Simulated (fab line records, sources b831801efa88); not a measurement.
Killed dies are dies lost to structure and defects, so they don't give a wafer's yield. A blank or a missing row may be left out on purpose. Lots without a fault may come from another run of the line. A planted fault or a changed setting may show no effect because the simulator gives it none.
A sampling plan put to the test | flow sky130 | one fab line, 58 faults that these records tell of, each judged on the records of the lots that it struck
The plan is the line's own looks: the steps of the route at which a gauge or an inspection reads the wafer and doesn't change it. A look can be judged if struck wafers have a number there and the file gives its usual mean and standard deviation on fault-free wafers. Caught: at a look after the fault's first step, the mean of the struck wafers lies 4 or more of those standard deviations (sigma) from the usual mean. On the tool: the same test on the tool's own readings at the fault's steps. Another recipe on the struck wafers, or a record that is blank for them alone, also counts as caught.

THE FAULTS, as the simulator had put them in
1. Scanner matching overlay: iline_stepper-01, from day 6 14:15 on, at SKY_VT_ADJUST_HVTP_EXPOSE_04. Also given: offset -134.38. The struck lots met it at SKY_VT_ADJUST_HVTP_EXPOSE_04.
2. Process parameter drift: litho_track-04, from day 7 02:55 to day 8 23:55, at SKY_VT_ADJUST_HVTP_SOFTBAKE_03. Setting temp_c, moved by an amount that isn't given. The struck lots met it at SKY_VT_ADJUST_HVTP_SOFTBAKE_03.
3. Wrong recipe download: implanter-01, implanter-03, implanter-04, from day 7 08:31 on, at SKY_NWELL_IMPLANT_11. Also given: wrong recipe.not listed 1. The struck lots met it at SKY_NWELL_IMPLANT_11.
4. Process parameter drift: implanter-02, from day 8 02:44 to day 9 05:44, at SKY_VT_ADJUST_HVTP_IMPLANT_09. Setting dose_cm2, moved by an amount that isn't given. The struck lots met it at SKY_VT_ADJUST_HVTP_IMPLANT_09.
5. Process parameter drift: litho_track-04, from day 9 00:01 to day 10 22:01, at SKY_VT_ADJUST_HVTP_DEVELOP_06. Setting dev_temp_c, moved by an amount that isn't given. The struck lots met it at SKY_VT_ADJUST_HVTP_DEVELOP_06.
6. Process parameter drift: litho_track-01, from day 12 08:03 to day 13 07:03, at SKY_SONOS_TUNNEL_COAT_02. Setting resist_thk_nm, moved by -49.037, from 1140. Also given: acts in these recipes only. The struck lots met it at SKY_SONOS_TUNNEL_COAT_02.
7. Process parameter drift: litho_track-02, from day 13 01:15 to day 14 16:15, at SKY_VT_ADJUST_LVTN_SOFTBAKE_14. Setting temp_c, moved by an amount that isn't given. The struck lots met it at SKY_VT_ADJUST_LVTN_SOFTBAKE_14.
8. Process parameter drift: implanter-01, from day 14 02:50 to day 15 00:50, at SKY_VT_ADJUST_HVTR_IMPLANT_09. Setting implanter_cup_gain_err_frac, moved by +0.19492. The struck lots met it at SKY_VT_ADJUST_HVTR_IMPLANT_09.
9. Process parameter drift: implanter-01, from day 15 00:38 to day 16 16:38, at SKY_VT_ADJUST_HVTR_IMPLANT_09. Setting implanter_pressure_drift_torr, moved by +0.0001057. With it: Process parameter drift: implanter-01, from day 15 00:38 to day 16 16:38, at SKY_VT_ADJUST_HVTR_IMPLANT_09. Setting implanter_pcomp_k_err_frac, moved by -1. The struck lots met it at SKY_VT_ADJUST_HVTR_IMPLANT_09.
10. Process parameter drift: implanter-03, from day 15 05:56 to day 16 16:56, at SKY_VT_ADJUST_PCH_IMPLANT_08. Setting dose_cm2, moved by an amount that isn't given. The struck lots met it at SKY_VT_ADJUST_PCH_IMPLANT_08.
11. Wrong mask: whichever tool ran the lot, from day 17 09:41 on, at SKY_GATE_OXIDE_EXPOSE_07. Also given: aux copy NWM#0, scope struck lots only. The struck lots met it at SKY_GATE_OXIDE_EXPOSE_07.
12. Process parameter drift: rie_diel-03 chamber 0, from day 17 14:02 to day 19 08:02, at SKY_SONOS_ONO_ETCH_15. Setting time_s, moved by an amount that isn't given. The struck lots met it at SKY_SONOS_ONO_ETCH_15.
13. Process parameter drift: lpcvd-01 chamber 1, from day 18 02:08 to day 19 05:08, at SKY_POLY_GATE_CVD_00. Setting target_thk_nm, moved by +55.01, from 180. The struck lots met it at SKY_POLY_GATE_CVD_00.
14. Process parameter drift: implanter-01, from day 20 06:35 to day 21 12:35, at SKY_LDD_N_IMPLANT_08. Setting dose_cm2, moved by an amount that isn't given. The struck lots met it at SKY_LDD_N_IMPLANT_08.
15. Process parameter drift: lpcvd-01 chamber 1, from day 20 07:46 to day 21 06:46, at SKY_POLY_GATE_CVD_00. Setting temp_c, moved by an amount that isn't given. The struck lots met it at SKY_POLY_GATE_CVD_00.
16. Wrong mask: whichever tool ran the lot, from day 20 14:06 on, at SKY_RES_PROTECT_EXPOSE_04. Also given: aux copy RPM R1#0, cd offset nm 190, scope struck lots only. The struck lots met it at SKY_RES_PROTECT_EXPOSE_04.
17. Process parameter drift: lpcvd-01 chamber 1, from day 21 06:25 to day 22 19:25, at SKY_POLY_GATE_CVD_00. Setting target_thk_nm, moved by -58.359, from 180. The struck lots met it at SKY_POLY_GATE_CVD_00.
18. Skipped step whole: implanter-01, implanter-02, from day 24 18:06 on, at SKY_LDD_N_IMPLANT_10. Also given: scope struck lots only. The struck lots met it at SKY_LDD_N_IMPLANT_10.
19. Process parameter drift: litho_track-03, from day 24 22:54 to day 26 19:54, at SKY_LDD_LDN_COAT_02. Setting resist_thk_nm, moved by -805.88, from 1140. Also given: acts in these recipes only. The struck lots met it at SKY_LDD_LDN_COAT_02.
20. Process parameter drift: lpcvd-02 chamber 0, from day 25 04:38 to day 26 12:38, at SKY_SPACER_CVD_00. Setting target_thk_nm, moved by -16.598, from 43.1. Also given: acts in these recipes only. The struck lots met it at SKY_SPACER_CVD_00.
21. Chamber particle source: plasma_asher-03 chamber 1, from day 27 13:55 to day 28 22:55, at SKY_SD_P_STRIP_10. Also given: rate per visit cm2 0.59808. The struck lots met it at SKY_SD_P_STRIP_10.
22. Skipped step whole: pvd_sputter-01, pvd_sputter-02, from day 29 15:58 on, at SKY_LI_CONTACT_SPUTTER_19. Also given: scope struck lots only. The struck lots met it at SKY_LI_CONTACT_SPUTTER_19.
23. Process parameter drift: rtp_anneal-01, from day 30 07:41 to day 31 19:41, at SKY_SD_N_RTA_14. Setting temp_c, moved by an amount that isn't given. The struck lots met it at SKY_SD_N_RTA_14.
24. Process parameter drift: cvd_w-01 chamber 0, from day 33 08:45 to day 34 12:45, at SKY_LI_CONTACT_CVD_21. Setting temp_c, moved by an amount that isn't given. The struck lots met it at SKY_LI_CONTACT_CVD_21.
25. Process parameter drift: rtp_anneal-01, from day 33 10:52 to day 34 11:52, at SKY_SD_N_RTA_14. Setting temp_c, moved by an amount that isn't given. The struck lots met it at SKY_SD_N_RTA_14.
26. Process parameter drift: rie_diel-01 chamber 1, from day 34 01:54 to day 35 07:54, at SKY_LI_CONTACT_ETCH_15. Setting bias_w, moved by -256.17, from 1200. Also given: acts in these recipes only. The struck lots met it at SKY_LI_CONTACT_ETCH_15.
27. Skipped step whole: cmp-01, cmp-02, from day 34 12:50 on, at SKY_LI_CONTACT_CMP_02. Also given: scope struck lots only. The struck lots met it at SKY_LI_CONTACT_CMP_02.
28. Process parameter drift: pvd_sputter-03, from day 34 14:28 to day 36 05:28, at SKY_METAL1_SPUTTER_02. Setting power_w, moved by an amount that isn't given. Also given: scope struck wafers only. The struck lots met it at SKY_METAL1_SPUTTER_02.
29. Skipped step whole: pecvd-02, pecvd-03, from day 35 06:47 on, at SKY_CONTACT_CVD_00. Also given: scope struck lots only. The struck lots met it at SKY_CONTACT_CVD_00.
30. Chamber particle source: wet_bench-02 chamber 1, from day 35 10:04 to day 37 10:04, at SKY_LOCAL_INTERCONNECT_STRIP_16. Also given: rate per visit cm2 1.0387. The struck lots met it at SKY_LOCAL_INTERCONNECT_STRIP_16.
31. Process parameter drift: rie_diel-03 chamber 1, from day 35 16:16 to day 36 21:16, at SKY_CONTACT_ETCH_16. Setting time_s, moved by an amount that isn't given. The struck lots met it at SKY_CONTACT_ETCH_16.
32. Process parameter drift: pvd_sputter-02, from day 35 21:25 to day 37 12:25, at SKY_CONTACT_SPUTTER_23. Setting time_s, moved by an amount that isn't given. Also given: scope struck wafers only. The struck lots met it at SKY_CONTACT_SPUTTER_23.
33. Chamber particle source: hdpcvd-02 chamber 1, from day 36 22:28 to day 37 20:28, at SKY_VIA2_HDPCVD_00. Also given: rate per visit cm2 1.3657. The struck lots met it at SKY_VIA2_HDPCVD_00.
34. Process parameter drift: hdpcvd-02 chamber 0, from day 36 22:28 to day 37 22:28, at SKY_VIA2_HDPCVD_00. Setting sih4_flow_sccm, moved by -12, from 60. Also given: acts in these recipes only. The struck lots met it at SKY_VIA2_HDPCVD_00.
35. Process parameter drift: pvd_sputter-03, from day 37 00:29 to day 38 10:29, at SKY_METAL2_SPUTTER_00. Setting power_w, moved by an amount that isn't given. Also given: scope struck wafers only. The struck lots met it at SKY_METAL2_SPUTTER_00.
36. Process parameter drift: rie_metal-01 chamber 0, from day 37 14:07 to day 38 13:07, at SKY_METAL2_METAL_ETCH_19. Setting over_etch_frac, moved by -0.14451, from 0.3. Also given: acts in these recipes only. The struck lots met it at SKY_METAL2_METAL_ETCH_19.
37. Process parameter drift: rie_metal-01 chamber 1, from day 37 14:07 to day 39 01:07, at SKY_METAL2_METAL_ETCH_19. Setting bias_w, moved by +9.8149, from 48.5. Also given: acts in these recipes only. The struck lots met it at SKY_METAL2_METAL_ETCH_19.
38. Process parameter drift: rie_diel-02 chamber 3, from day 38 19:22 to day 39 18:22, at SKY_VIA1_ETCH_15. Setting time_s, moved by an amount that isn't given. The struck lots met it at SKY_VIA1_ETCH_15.
39. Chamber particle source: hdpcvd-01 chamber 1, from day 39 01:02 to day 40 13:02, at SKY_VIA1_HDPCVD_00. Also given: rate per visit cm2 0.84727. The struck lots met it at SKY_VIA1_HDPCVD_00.
40. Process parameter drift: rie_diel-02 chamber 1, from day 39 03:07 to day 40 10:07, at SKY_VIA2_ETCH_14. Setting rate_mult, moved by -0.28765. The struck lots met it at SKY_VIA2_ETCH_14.
41. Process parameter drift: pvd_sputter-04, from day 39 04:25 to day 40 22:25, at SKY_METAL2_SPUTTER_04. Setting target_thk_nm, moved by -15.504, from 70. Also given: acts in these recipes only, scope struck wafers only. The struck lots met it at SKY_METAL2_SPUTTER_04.
42. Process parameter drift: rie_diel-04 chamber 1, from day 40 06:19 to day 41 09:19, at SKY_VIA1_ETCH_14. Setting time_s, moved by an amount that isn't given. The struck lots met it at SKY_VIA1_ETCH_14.
43. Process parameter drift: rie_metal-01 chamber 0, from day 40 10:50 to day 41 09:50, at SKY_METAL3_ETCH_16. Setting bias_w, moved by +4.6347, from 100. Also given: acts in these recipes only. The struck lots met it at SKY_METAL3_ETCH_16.
44. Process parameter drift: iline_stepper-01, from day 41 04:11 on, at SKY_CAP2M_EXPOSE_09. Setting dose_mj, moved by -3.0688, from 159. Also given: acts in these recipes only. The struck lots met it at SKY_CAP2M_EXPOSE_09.
45. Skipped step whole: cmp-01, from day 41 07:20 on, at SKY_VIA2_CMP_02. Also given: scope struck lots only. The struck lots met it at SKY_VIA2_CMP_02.
46. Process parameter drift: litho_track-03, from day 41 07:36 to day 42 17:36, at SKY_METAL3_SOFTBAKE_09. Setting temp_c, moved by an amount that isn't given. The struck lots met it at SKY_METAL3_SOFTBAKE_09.
47. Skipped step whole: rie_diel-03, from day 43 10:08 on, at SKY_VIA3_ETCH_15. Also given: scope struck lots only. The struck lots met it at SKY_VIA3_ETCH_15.
48. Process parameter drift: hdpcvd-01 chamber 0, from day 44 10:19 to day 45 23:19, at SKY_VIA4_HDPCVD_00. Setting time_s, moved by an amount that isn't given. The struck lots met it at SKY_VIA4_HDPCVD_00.
49. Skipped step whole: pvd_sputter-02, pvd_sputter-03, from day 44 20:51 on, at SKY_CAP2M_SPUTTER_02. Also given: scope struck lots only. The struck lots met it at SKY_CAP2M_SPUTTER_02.
50. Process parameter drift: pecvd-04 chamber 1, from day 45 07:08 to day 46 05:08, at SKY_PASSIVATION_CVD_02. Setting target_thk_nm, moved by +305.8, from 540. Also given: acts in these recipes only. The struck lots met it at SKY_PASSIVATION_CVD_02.
51. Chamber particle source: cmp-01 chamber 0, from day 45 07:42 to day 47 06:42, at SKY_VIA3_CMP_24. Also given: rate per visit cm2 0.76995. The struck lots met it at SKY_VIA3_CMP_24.
52. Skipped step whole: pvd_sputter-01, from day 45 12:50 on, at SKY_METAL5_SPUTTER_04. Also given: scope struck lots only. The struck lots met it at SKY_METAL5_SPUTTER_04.
53. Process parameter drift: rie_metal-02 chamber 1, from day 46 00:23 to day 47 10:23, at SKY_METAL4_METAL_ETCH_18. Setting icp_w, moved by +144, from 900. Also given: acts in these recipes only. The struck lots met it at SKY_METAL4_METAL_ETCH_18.
54. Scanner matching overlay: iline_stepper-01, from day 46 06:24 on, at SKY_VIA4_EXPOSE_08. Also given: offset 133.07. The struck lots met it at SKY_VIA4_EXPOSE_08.
55. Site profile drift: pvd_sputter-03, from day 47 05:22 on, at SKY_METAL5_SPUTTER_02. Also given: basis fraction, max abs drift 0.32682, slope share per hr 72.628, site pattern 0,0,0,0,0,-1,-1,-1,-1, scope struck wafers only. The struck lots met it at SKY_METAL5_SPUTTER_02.
56. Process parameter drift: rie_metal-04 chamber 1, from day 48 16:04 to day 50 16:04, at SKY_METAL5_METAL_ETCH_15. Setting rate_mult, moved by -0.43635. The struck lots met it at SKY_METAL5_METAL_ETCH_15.
57. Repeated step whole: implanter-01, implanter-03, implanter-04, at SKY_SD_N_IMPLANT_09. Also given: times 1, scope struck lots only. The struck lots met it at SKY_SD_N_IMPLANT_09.
58. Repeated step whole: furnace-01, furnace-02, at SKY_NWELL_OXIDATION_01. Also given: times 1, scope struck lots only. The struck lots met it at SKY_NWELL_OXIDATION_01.

WHAT THE PLAN SAW
fault | on the tool itself                               | first look that catches it                      | reading, sigma                                                    | median hours from its first step to that look | hours from the fault's start to the first struck lot there | judged looks passed uncaught
1     | under 2 sigma                                    | SKY_VT_ADJUST_HVTP_OVL_MEAS_08                  | VT_ADJUST_HVTP_OVL -99 or beyond                                  | 9.9                                           | 14                                                         | 0
2     | heater_power_total_W -56 sigma                   | none of the 3 looks that can be judged after it | -                                                                 | -                                             | -                                                          | 3
3     | under 2 sigma                                    | SKY_NWELL_TW_MEAS_15                            | NWELL_TW +75                                                      | 0.5                                           | 5                                                          | 0
4     | dose_ions_cm2 -99 or beyond sigma                | SKY_VT_ADJUST_HVTP_TW_MEAS_11                   | VT_ADJUST_HVTP_TW -78                                             | 0.2                                           | 8                                                          | 0
5     | developer_temp_C +20 sigma                       | SKY_VT_ADJUST_HVTP_CD_MEAS_07                   | cd_nm -4.4                                                        | 0.1                                           | 8                                                          | 0
6     | under 2 sigma                                    | not the one look that can be judged after it    | -                                                                 | -                                             | -                                                          | 1
7     | heater_power_total_W -99 or beyond sigma         | no look after it can be judged                  | -                                                                 | -                                             | -                                                          | 0
8     | faraday_current_uA +10 sigma                     | SKY_VT_ADJUST_HVTR_TW_MEAS_11                   | VT_ADJUST_HVTR_TW -8.3                                            | 0.2                                           | 11                                                         | 0
9     | end_station_pressure_torr +99 or beyond sigma    | SKY_VT_ADJUST_HVTR_TW_MEAS_11                   | VT_ADJUST_HVTR_TW +11                                             | 0.2                                           | 10                                                         | 0
10    | dose_ions_cm2 +67 sigma                          | none of the 3 looks that can be judged after it | strongest: VT_ADJUST_PCH_TW at SKY_VT_ADJUST_PCH_TW_MEAS_10, +3.0 | -                                             | -                                                          | 3
11    | no reading that can be judged                    | SKY_GATE_OXIDE_TW_MEAS_14                       | GATE_OXIDE_TW -99 or beyond                                       | 15.1                                          | 22                                                         | 0
12    | under 2 sigma                                    | no look after it can be judged                  | -                                                                 | -                                             | -                                                          | 0
13    | under 2 sigma                                    | SKY_POLY_GATE_THK_MEAS_01                       | POLY_GATE_CVD_00_THK +32                                          | 1.2                                           | 16                                                         | 0
14    | dose_ions_cm2 +99 or beyond sigma                | SKY_LDD_N_TW_MEAS_17                            | LDD_N_TW +17                                                      | 1.3                                           | 14                                                         | 0
15    | susceptor_temp_C -19 sigma                       | SKY_POLY_GATE_THK_MEAS_01                       | POLY_GATE_CVD_00_THK -13                                          | 1.2                                           | 13                                                         | 0
16    | under 2 sigma                                    | no look after it can be judged                  | -                                                                 | -                                             | -                                                          | 0
17    | no reading that can be judged                    | SKY_POLY_GATE_THK_MEAS_01                       | POLY_GATE_CVD_00_THK -34                                          | 1.2                                           | 1                                                          | 0
18    | the tool's record is blank for the struck wafers | SKY_LDD_N_TW_MEAS_17                            | LDD_N_TW -5.9                                                     | 1.0                                           | 3                                                          | 0
19    | no reading that can be judged                    | no look after it can be judged                  | -                                                                 | -                                             | -                                                          | 0
20    | under 2 sigma                                    | SKY_SPACER_THK_MEAS_01                          | SPACER_CVD_00_THK -49                                             | 1.2                                           | 19                                                         | 0
21    | under 2 sigma                                    | no look after it can be judged                  | -                                                                 | -                                             | -                                                          | 0
22    | the tool's record is blank for the struck wafers | no look after it can be judged                  | -                                                                 | -                                             | -                                                          | 0
23    | wafer_temp_C_max +7.8 sigma                      | SKY_SD_N_RS_MEAS_16                             | SD_N_RS -16                                                       | 0.2                                           | 12                                                         | 0
24    | susceptor_temp_C -63 sigma                       | SKY_LI_CONTACT_RS_MEAS_22                       | LI_CONTACT_W_RS +22                                               | 0.1                                           | 27                                                         | 0
25    | wafer_temp_C_max +7.1 sigma                      | SKY_SD_N_RS_MEAS_16                             | SD_N_RS -13                                                       | 0.2                                           | 4                                                          | 0
26    | bias_w -64 sigma                                 | no look after it can be judged                  | -                                                                 | -                                             | -                                                          | 0
27    | the tool's record is blank for the struck wafers | no look after it can be judged                  | -                                                                 | -                                             | -                                                          | 0
28    | cathode_dc_power_W +99 or beyond sigma           | SKY_METAL1_RS_MEAS_05                           | METAL1_ALCU_RS -4.4                                               | 0.1                                           | 27                                                         | 0
29    | the tool's record is blank for the struck wafers | not the one look that can be judged after it    | -                                                                 | -                                             | -                                                          | 1
30    | under 2 sigma                                    | not the one look that can be judged after it    | -                                                                 | -                                             | -                                                          | 1
31    | oes_product_au +17 sigma                         | no look after it can be judged                  | -                                                                 | -                                             | -                                                          | 0
32    | under 2 sigma                                    | no look after it can be judged                  | -                                                                 | -                                             | -                                                          | 0
33    | no reading that can be judged                    | not the one look that can be judged after it    | -                                                                 | -                                             | -                                                          | 1
34    | sih4_flow_sccm -66 sigma                         | SKY_VIA2_THK_MEAS_01                            | VIA2_HDPCVD_THK -21                                               | 0.1                                           | 11                                                         | 0
35    | cathode_dc_power_W -99 or beyond sigma           | no look after it can be judged                  | -                                                                 | -                                             | -                                                          | 0
36    | oes_product_au +8.8 sigma                        | no look after it can be judged                  | -                                                                 | -                                             | -                                                          | 0
37    | bias_w +62 sigma                                 | no look after it can be judged                  | -                                                                 | -                                             | -                                                          | 0
38    | run_length_s -19 sigma                           | no look after it can be judged                  | -                                                                 | -                                             | -                                                          | 0
39    | no reading that can be judged                    | none of the 3 looks that can be judged after it | -                                                                 | -                                             | -                                                          | 3
40    | oes_product_au -7.1 sigma                        | no look after it can be judged                  | -                                                                 | -                                             | -                                                          | 0
41    | under 2 sigma                                    | none of the 4 looks that can be judged after it | -                                                                 | -                                             | -                                                          | 4
42    | run_length_s -30 sigma                           | no look after it can be judged                  | -                                                                 | -                                             | -                                                          | 0
43    | bias_w +16 sigma                                 | no look after it can be judged                  | -                                                                 | -                                             | -                                                          | 0
44    | exposure_dose_mJ_cm2 -19 sigma                   | not the one look that can be judged after it    | -                                                                 | -                                             | -                                                          | 1
45    | the tool's record is blank for the struck wafers | SKY_VIA2_BOW_MEAS_03                            | VIA2_BOW +4.1                                                     | 0.3                                           | 4                                                          | 0
46    | plate_temp_C -32 sigma                           | none of the 2 looks that can be judged after it | -                                                                 | -                                             | -                                                          | 2
47    | the tool's record is blank for the struck wafers | no look after it can be judged                  | -                                                                 | -                                             | -                                                          | 0
48    | run_length_s +58 sigma                           | SKY_VIA4_THK_MEAS_01                            | VIA4_HDPCVD_THK +9.1                                              | 0.2                                           | 14                                                         | 0
49    | the tool's record is blank for the struck wafers | no look after it can be judged                  | -                                                                 | -                                             | -                                                          | 0
50    | under 2 sigma                                    | SKY_PASSIVATION_THK_MEAS_03                     | PASSIVATION_CVD_02_THK +47                                        | 0.2                                           | 1                                                          | 0
51    | under 2 sigma                                    | no look after it can be judged                  | -                                                                 | -                                             | -                                                          | 0
52    | the tool's record is blank for the struck wafers | SKY_METAL5_THK_MEAS_06                          | METAL5_ALCU_THK +17                                               | 0.2                                           | 2                                                          | 0
53    | rf_fwd_power_W +45 sigma                         | no look after it can be judged                  | -                                                                 | -                                             | -                                                          | 0
54    | under 2 sigma                                    | SKY_VIA4_OVL_MEAS_11                            | VIA4_OVL +95                                                      | 10.0                                          | 25                                                         | 0
55    | under 2 sigma                                    | SKY_METAL5_RS_MEAS_05                           | METAL5_ALCU_RS +21                                                | 0.1                                           | 3                                                          | 0
56    | oes_product_au -34 sigma                         | no look after it can be judged                  | -                                                                 | -                                             | -                                                          | 0
57    | no reading that can be judged                    | SKY_SD_N_RS_MEAS_16                             | SD_N_RS -36                                                       | 1.0                                           | -                                                          | 0
58    | no reading that can be judged                    | SKY_NWELL_THK_MEAS_02                           | NWELL_OXIDATION_THK +27                                           | 4.1                                           | -                                                          | 0
A dash: the fault isn't caught, or these records don't give the number.

Caught at a look: 26 of 58. Caught on the tool: 36 of 58. By one or the other: 47 of 58.
Caught on the tool alone: faults 2, 7, 10, 22, 26, 27, 29, 31, 35, 36, 37, 38, 40, 42, 43, 44, 46, 47, 49, 53, 56.
Caught at a look alone: faults 1, 3, 11, 13, 17, 20, 50, 54, 55, 57, 58.
Caught by neither: faults 6, 12, 16, 19, 21, 30, 32, 33, 39, 41, 51.

THINNER SAMPLING
If the look that catches a fault measured only every second or every third lot, by lot number, the first struck lot would be measured this late in the worst case:
fault | struck lots at that look, in order of time | every lot | every second lot | every third lot
1     | L265, L267, L269, L270                     | 14 h      | 44 h             | 37 h
3     | L780, L781, L782, L783                     | 5 h       | 12 h             | 29 h
4     | L217, L219                                 | 8 h       | may miss all 2   | may miss all 2
5     | L404, L405                                 | 8 h       | 17 h             | may miss all 2
8     | L628, L627                                 | 11 h      | 12 h             | may miss all 2
9     | L806, L808                                 | 10 h      | may miss all 2   | may miss all 2
11    | L721                                       | 22 h      | may miss it      | may miss it
13    | L636                                       | 16 h      | may miss it      | may miss it
14    | L560, L561, L562                           | 14 h      | 24 h             | 27 h
15    | L502                                       | 13 h      | may miss it      | may miss it
17    | L360, L362                                 | 1 h       | may miss all 2   | may miss all 2
18    | L226, L228                                 | 3 h       | may miss all 2   | may miss all 2
20    | L479                                       | 19 h      | may miss it      | may miss it
23    | L416, L418                                 | 12 h      | may miss all 2   | may miss all 2
24    | L107                                       | 27 h      | may miss it      | may miss it
25    | L470, L472                                 | 4 h       | may miss all 2   | may miss all 2
28    | L664                                       | 27 h      | may miss it      | may miss it
34    | L234, L235                                 | 11 h      | 22 h             | may miss all 2
45    | L663, L664                                 | 4 h       | 7 h              | may miss all 2
48    | L567                                       | 14 h      | may miss it      | may miss it
50    | L910, L912                                 | 1 h       | may miss all 2   | may miss all 2
52    | L589, L590                                 | 2 h       | 12 h             | may miss all 2
54    | L619, L618                                 | 25 h      | 26 h             | may miss all 2
55    | L907, L911, L912                           | 3 h       | 29 h             | 29 h
Hours are from the fault's start to the first struck lot that is measured. The limit of 4 sigma was tested on all struck wafers together, so one lot alone may lie under it. Other struck lots may not be in these records.

THE LONGEST TIMED WAY FROM STEP TO LOOK
Fault 11: a median of 15.1 hours passes between SKY_GATE_OXIDE_EXPOSE_07 and SKY_GATE_OXIDE_TW_MEAS_14. No look between them can be judged.
